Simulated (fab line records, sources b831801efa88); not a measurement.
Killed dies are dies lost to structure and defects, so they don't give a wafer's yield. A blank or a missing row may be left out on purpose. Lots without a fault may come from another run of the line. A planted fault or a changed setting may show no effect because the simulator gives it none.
Which tool did it? | flow sky130 | 11 lots, 33 wafers sampled, at 3 steps of a route of 708

WHAT THE GAUGES READ, wafer by wafer
SKY_NWELL_OVL_MEAS_23. Usual: NWELL_01_OVL -0.1 nm, standard deviation 1.3.
lot  | measured     | on         | NWELL_01_OVL (nm) | flag
L576 | day 5 04:25  | overlay-01 | -0.4 -1.7 -0.1    |
L579 | day 6 01:34  | overlay-01 | -2.1 -2.1 -1.5    |
L580 | day 6 05:41  | overlay-02 | - - -             | OFF
L589 | day 8 15:32  | overlay-02 | 0.4 -0.6 -1.4     |
L592 | day 9 12:50  | overlay-02 | -0.9 1.7 0.4      |
L593 | day 9 13:11  | overlay-02 | 0.0 1.2 2.0       |
L595 | day 10 01:08 | overlay-02 | -0.6 -1.9 0.0     |
L596 | day 10 07:50 | overlay-02 | 0.2 -0.8 -0.7     |
L597 | day 10 16:59 | overlay-02 | 1.4 -0.9 0.5      |
L598 | day 11 03:53 | overlay-01 | 2.8 1.5 2.3       |
L599 | day 11 12:17 | overlay-01 | 0.7 -0.3 2.6      |

SKY_NWELL_TW_MEAS_26. Usual: NWELL_2_TW 494.0, standard deviation 2.6.
lot  | measured     | on            | NWELL_2_TW        | flag
L576 | day 5 04:42  | film_metro-02 | 497.6 493.7 491.2 |
L579 | day 6 01:52  | film_metro-04 | 495.7 495.8 497.3 |
L580 | day 6 05:59  | film_metro-04 | 30.0 29.9 29.9    | OFF
L589 | day 8 15:49  | film_metro-04 | 493.7 497.5 495.2 |
L592 | day 9 13:08  | film_metro-03 | 492.1 492.2 491.5 |
L593 | day 9 13:28  | film_metro-04 | 493.7 494.2 493.9 |
L595 | day 10 01:26 | film_metro-02 | 497.8 497.2 498.6 |
L596 | day 10 08:08 | film_metro-04 | 495.5 495.0 495.2 |
L597 | day 10 17:16 | film_metro-02 | 498.2 498.0 495.8 |
L598 | day 11 04:10 | film_metro-02 | 497.3 493.8 492.4 |
L599 | day 11 12:35 | film_metro-03 | 490.8 492.0 490.0 |

WHICH TOOL RAN EACH LOT (tool, then ch and the chambers of the sampled wafers, then the start)
lot  | SKY_NWELL_EXPOSE_20
L576 | iline_stepper-02 ch 0, day 4 20:08
L579 | iline_stepper-01 ch 0, day 5 16:43
L580 | iline_stepper-02 ch 0, day 5 21:12
L589 | iline_stepper-02 ch 0, day 8 05:28
L592 | iline_stepper-02 ch 0, day 9 01:36
L593 | iline_stepper-02 ch 0, day 9 02:07
L595 | iline_stepper-02 ch 0, day 9 14:40
L596 | iline_stepper-01 ch 0, day 9 20:24
L597 | iline_stepper-02 ch 0, day 10 06:04
L598 | iline_stepper-02 ch 0, day 10 16:16
L599 | iline_stepper-01 ch 0, day 11 00:26
- SKY_NWELL_EXPOSE_20: exposes mask NWM COMPLEMENT, target cd 840 nm.

WHAT THE TOOLS THEMSELVES READ (means of the sampled wafers that have a number; where no wafer has one, the mark that the record gives instead)
The record holds no such reading with a usual standard deviation.

THE ANSWER, worked out from the rows above alone
Rule: a lot is off if the mean of its wafers that have a number lies more than 3 standard deviations from the usual mean. A lot without any number at a reading at which 4 lots or more have one is off too. The other lots that the step has rows for count as sound. The gauges are gone through in route order, then the tools' own readings, and for those a lot's mean is taken as printed above. The first step at which some lot is off is used, and at that step the reading that is off furthest; a lot without a number counts as furthest.
Off: L580, at SKY_NWELL_OVL_MEAS_23 (NWELL_01_OVL). Without a number there: L580.
A tool fits if, at a process step before that reading, it ran every lot that is off, and no sound lot after the first of them. The gauges at SKY_NWELL_OVL_MEAS_23 aren't tried: what is off there is off at SKY_NWELL_TW_MEAS_26 too, on other tools, and a gauge's error can't cause that. None of those tried fits.

WHAT THE SIMULATOR HAD PUT IN
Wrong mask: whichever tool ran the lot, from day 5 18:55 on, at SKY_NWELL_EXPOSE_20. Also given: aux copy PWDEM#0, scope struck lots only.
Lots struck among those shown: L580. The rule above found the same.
